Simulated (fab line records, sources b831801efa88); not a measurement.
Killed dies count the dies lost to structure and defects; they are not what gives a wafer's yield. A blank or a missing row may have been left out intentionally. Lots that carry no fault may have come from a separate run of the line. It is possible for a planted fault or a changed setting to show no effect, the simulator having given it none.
A lot that was struck, set against a sound lot ; flow sky130 ; 15 out of 708 route steps
Sound: wafers L223.1, L223.5, L223.6. Struck: wafers L239.3, L239.4, L239.5. The cause comes at the end.
Per side, at each step with rows, come the tool, then ch with its chambers, and then its first start. Under that, the readings that differ: sound wafers ; struck wafers ; difference of the means ; sigmas: that difference in standard deviations of wafers without a fault.
alike: readings with means less than 2 such deviations apart, plus words and numbers identical on both sides. not compared: withheld readings, readings lacking a value on some wafer, bounds such as >300 that could conceal the same value, and numbers that have no deviation in the record and whose values overlap.
A row with sigmas, a row that says differs or no value, or rows on one side alone: a step with any of these is where the two part. Non-overlapping numbers with no deviation appear without sigmas and do not part them. Lack of a reading on every wafer of one side parts them only where that side has two or more wafers.

SKY_CAPM_METAL_ETCH_13: etches TiN in Cl2/BCl3, stops on SiO2, target depth 220 nm, time 60.68 s.
  sound on rie metal-02 ch 0,1, day 36 23:09; struck on rie metal-03 ch 0,1, day 42 08:17
  alike: drypump motor current A, oes product au, throttle valve pct
  not compared: rf hours counter h
SKY_CAPM_STRIP_14: strips in O2/N2.
  sound on plasma asher-03 ch 0,1, day 36 23:13; struck on plasma asher-02 ch 0,1, day 42 08:22
reading;sound;struck;difference;sigmas
strip time to endpoint s (s);12.80 12.72 12.74;12.62 12.71 12.57;-0.12;-2
  alike: drypump motor current A, oes product au
  not compared: rf hours counter h
then, 10 steps without rows for these wafers: SKY_CAPM_STRIP_15 (strips in post etch residue remover, time 1200 s); SKY_CAPM_CLEAN_16 (cleans in IPA, time 180 s); SKY_CAPM_CLEAN_17 (cleans in O3/DIW); SKY_METAL3_DEHYDRATE_05 (time 60 s); SKY_METAL3_HMDS_06 (prime time 60 s); SKY_METAL3_COAT_07 (resist thk 60 nm); SKY_METAL3_COAT_08 (resist thk 1140 nm); SKY_METAL3_SOFTBAKE_09 (time 90 s); SKY_METAL3_EXPOSE_10 (exposes mask MM3, target cd 300 nm); SKY_METAL3_PEB_11.
SKY_METAL3_DEVELOP_12: develop time 60 s.
  sound on litho track-01 ch 0, day 38 01:00; struck on litho track-02 ch 0, day 43 07:00
reading;sound;struck;difference;sigmas
developer temp C (C);21.03 21.06 21.02;21.70 21.73 21.54;+0.62;+5
SKY_METAL3_CD_MEAS_13: the cd target is 300 nm.
  sound on cd sem-01, day 38 01:28; struck on cd sem-01, day 43 07:51
  alike: cd nm
-- the record jumps here: 6 days lie between the struck wafers' starts before and after (it left off in module METAL3 and takes up again in module PAD_OPEN, whose first step shown is number 708 of the route) --
SKY_PAD_OPEN_PROBE_99:
  sound on prober-01, day 45 10:05; struck on prober-02, day 49 16:05
  alike: defect limited yield, killed_at_M0_to_M3, killed_at_M4_up, killed at contacts, killed at front end, killed at other, killed dies, killed open, killed short, sort_bin_3_pad_short, sort_bin_5_function, sort_bin_6_memory, sort n pass, sort yield pct

WHERE THEY PART
Last at SKY_METAL3_DEVELOP_12 as far as this record goes, first at SKY_CAPM_STRIP_14. Later steps at which nothing parts them and some readings are alike: SKY_METAL3_CD_MEAS_13, SKY_PAD_OPEN_PROBE_99.

WHY: the cause the simulator had injected
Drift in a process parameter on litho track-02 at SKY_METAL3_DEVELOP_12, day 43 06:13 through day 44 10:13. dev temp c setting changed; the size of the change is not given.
